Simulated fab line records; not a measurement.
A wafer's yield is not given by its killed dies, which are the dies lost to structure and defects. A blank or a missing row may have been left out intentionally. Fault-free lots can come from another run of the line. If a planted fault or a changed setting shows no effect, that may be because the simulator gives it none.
Struck lot and sound lot, side by side + flow gf180mcu + 23 steps out of a route of 602
Sound: the wafers L468.1, L468.2, L468.6. Struck: wafer L482.1 (left out: L482.5, L482.6 of the same lot, which were not struck); the cause appears at the end.
At each step with rows: each side's tool, then ch and its chambers, then its first start. Under that, the readings that differ: sound wafers + struck wafers + difference of the means + sigmas: that difference in standard deviations of wafers without a fault.
alike: same words and numbers on both sides, and readings whose means sit less than 2 such deviations apart. not compared: any withheld reading, any reading some wafer has no value for, any bound like >300 that may hide the same value, and any number with overlapping values for which the record gives no deviation.
A row with sigmas, a row that says differs or no value, or rows on one side alone: a step with any of these is where the two part. Non-overlapping numbers with no deviation appear without sigmas and do not part them. A reading that every wafer of one side lacks parts them only if that side has two wafers or more.

GF_CONTACT_RS_MEAS_25: a four-point-probe measurement.
  sound: film metro-02 at day 16 03:57; struck: film metro-02 at day 21 04:08
  alike: CONTACT_W_RS
GF_CONTACT_THK_MEAS_26: measures by xrf.
  sound: film metro-02 at day 16 04:04; struck: film metro-02 at day 21 04:16
  alike: CONTACT_W_THK
GF_CONTACT_CMP_27: polishes, stops on SiO2, t overpolish 15 s, target thk 0 nm.
  sound on cmp-01 ch 0,2,3, day 16 04:08; struck on cmp-02 ch 1, day 21 04:28
| reading                | sound    | struck | difference | sigmas |
|------------------------|----------|--------|------------|--------|
| time to endpoint s (s) | 74 73 70 | 64     | -8         | -2     |
  alike: motor current A, overpolish run s
GF_M1_SPUTTER_00: material Ti, target thk 37.5 nm, time 150 s.
  sound: pvd sputter-03 at day 16 04:26; struck: pvd sputter-02 at day 21 04:37
  alike: throttle valve pct
GF_M1_SPUTTER_01: material TiN, target thk 30 nm, time 25 s.
  sound: pvd sputter-03 at day 16 04:32; struck: pvd sputter-02 at day 21 04:43
  alike: throttle valve pct
GF_M1_SPUTTER_02: material AlCu, target thk 450 nm, time 23.9 s.
  sound: pvd sputter-03 at day 16 04:34; struck: pvd sputter-02 at day 21 04:45
  alike: throttle valve pct
GF_M1_SPUTTER_03: material Ti, target thk 10 nm, time 6.7 s.
  sound: pvd sputter-03 at day 16 04:35; struck: pvd sputter-02 at day 21 04:47
  alike: throttle valve pct
then, 1 step without rows for these wafers: GF_M1_SPUTTER_04 (material TiN, target thk 50 nm, time 41.7 s).
GF_M1_RS_MEAS_05: a four-point-probe measurement.
  sound: film metro-04 at day 16 04:39; struck: film metro-01 at day 21 04:50
  alike: M1_ALCU_RS
GF_M1_THK_MEAS_06: measures by xrf.
  sound: film metro-04 at day 16 04:46; struck: film metro-01 at day 21 04:58
  alike: M1_ALCU_THK
then, 2 steps without rows for these wafers: GF_M1_DEHYDRATE_07 (time 60 s); GF_M1_HMDS_08 (prime time 60 s).
GF_M1_COAT_09: resist thk 1000 nm.
  sound on litho track-02 ch 0, day 16 15:32; struck on litho track-04 ch 0, day 21 16:21
| reading                             | sound          | struck | difference | sigmas |
|-------------------------------------|----------------|--------|------------|--------|
| model.KrF_of_M1_COAT_09.thk nm (nm) | 1002 1005 1002 | 1039   | +36        |        |
then, 4 steps without rows for these wafers: GF_M1_SOFTBAKE_10 (time 60 s); GF_M1_EXPOSE_11 (exposes mask Metal1, target cd 230 nm); GF_M1_PEB_12 (peb time 90 s); GF_M1_DEVELOP_13 (develop time 60 s).
GF_M1_CD_MEAS_14 targets a cd of 230 nm.
  sound: cd sem-01 at day 17 03:11; struck: cd sem-01 at day 22 04:06
| reading    | sound             | struck | difference | sigmas |
|------------|-------------------|--------|------------|--------|
| cd nm (nm) | 230.3 229.7 229.9 | 233.4  | +3.4       | +3     |
GF_M1_OVL_MEAS_15:
  sound: overlay-02 at day 17 03:18; struck: overlay-02 at day 22 04:13
  alike: M1_OVL
GF_M1_METAL_ETCH_16: etches the open film in Cl2/BCl3, stops on SiO2, target depth 627.5 nm, time 104.6 s.
  sound on rie metal-04 ch 0,1, day 17 03:20; struck on rie metal-02 ch 1, day 22 04:16
| reading                             | sound             | struck | difference | sigmas |
|-------------------------------------|-------------------|--------|------------|--------|
| oes product au (a.u.)               | 0.991 0.976 0.980 | 0.967  | -0.015     | -2     |
| model.KrF_of_M1_COAT_09.thk nm (nm) | 737.4 740.8 737   | 778.1  | +39.7      |        |
  alike: drypump motor current A, throttle valve pct
  not compared: rf hours counter h
GF_M1_STRIP_17: strips in O2/N2.
  sound on plasma asher-03 ch 0,1, day 17 03:26; struck on plasma asher-01 ch 1, day 22 04:29
| reading                      | sound             | struck | difference | sigmas |
|------------------------------|-------------------|--------|------------|--------|
| oes product au (a.u.)        | 0.560 0.562 0.555 | 0.575  | +0.016     | +3     |
| strip time to endpoint s (s) | 7.88 7.92 7.88    | 8.31   | +0.42      | +9     |
  alike: drypump motor current A, heater power w, n2 flow sccm
  not compared: rf hours counter h
then, 2 steps without rows for these wafers: GF_M1_STRIP_18 (strips in post etch residue remover, time 1200 s); GF_PASSIVATION_PROBE_99.

WHERE THEY PART
Earliest at GF_CONTACT_CMP_27; latest, in this record, at GF_M1_STRIP_17.

WHY: what had been put in by the simulator
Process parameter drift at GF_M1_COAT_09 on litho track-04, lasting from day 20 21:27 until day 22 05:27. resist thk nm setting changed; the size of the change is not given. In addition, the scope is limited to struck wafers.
